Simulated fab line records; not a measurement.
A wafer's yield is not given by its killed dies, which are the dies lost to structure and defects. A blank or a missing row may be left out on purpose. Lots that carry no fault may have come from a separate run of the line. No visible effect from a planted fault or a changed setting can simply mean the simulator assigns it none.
Matching of chambers + flow gf180mcu + GF_SAB_CVD_00 on pecvd-03 has 3 sister chambers
The step deposits SiO2 from TEOS, target thk 50 nm, time 4.9302 s. 3 wafers are shown with their chamber, then 7 later ones without.

## WAFERS WITH THEIR CHAMBER
| wafer  | chamber | heater_power_w (W) |
|--------|---------|--------------------|
| L129.1 | 1       | 712                |
| L129.4 | 0       | 773                |
| L131.5 | 2       | 500                |

## WAFERS WHOSE CHAMBER IS MISSING
| wafer  | heater_power_w (W) |
|--------|--------------------|
| L131.6 | 705                |
| L132.1 | 729                |
| L132.2 | 778                |
| L132.5 | 525                |
| L134.1 | 478                |
| L134.4 | 501                |
| L134.5 | 769                |

## WHICH CHAMBER EACH ONE RAN IN
| wafer  | from the rows above     | in truth                   |
|--------|-------------------------|----------------------------|
| L131.6 | 1                       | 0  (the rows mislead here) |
| L132.1 | can't be placed: 1 or 0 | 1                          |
| L132.2 | 0                       | 0                          |
| L132.5 | 2                       | 2                          |
| L134.1 | 2                       | 2                          |
| L134.4 | 2                       | 2                          |
| L134.5 | 0                       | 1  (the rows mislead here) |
Correctly placed: 4 of 7. Unplaceable from these rows: 1, with the true chamber sitting among the candidates in 1. 2 placed wrongly.
How it was worked out, from the rows above alone: a wafer's distance from a chamber is the root of the sum, over the readings, of the square of ((its reading less the chamber's mean) divided by the reading's scatter). The wafer belongs to the nearest chamber; if the next one is less than 2 further off, it can't be placed. Each chamber's mean is taken over the wafers shown for it. The scatter: with one shown wafer a chamber, the root of the mean of the squares of how far each hidden wafer lies from its nearest shown one.
